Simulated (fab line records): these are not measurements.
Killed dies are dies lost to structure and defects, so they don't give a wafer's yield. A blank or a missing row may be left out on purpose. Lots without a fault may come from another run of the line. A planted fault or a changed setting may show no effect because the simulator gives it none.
Chamber matching ; flow sky130 ; SKY_CONTACT_CMP_27 on cmp-01: 4 sister chambers
The step polishes, stops on SiO2, t overpolish 15 s, target thk 0 nm. 8 wafers are shown with their chamber, then 11 later ones without.

EACH WAFER AND ITS CHAMBER
wafer;chamber;motor_current_A (A);time_to_endpoint_s (s)
L079.1;0;10.0;83.8
L079.6;1;10.8;77.3
L080.2;1;11.2;78.0
L081.6;0;10.3;83.8
L086.2;2;12.0;77.9
L086.5;3;10.0;83.7
L086.6;2;12.4;83.5
L088.1;3;10.3;79.6

WAFERS WITH NO CHAMBER GIVEN
wafer;motor_current_A (A);time_to_endpoint_s (s)
L088.5;12.2;81.7
L088.6;10.6;74.4
L090.1;11.8;80.6
L090.4;10.3;79.4
L090.6;9.8;80.7
L092.3;10.6;80.8
L092.4;10.7;77.7
L092.5;10.5;81.7
L094.1;10.4;77.6
L094.5;10.0;76.4
L094.6;9.8;78.3

WHICH CHAMBER EACH WENT THROUGH
wafer;from the rows above;in truth
L088.5;2;2
L088.6;can't be placed: 1 or 3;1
L090.1;can't be placed: 2 or 1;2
L090.4;can't be placed: 3 or 0 or 1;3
L090.6;can't be placed: 3 or 0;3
L092.3;can't be placed: 3 or 1 or 0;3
L092.4;can't be placed: 1 or 3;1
L092.5;can't be placed: 3 or 0 or 1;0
L094.1;can't be placed: 3 or 1 or 0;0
L094.5;can't be placed: 3 or 0 or 1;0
L094.6;can't be placed: 3 or 0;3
Placed correctly: 1 of 11. Cannot be placed on the basis of these rows: 10; the candidates contain the true chamber in 10. Wrongly placed: 0.
How it was worked out, from the rows above alone: a wafer's distance from a chamber is the root of the sum, over the readings, of the square of ((its reading less the chamber's mean) divided by the reading's scatter). The wafer belongs to the nearest chamber; if the next one is less than 2 further off, it can't be placed. For every chamber, the mean is computed from those of its wafers that are shown. The scatter: take each reading less its chamber's mean, square it, sum over the shown wafers, divide by the number of wafers less the number of chambers, and take the root.
